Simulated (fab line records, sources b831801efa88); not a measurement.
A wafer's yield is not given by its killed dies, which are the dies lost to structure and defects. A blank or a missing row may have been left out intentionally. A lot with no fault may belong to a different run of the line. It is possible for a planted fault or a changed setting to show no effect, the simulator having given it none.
Matching of chambers	flow gf180mcu	GF_STI_CVD_23 on hdpcvd-01 has 3 sister chambers
The step deposits SiO2, target thk 650 nm, time 108.3 s. 3 wafers are shown with their chamber, then 7 later ones without.

== WAFERS PAIRED WITH THEIR CHAMBERS ==
wafer	chamber	susceptor temp C (C)
L899.6	2	600.19
L901.1	1	599.57
L901.2	0	600.33

== WAFERS WITHOUT THEIR CHAMBER ==
wafer	susceptor temp C (C)
L901.3	599.56
L903.2	600.54
L903.4	599.98
L903.5	600.32
L905.2	599.88
L905.3	599.62
L905.5	599.72

== EACH ONE'S CHAMBER ==
wafer	from the rows above	in truth
L901.3	1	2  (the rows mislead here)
L903.2	can't be placed: 0 or 2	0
L903.4	can't be placed: 2 or 0 or 1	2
L903.5	can't be placed: 0 or 2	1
L905.2	can't be placed: 1 or 2 or 0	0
L905.3	1	1
L905.5	can't be placed: 1 or 2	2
1 of 7 placed correctly. These rows do not allow placing 5 (true chamber among the candidates in 4). Placed wrongly: 1.
How it was worked out, from the rows above alone: a wafer's distance from a chamber is the root of the sum, over the readings, of the square of ((its reading less the chamber's mean) divided by the reading's scatter). The wafer belongs to the nearest chamber; if the next one is less than 2 further off, it can't be placed. The mean given for a chamber averages the wafers shown for that chamber. The scatter: with one shown wafer a chamber, the root of the mean of the squares of how far each hidden wafer lies from its nearest shown one.
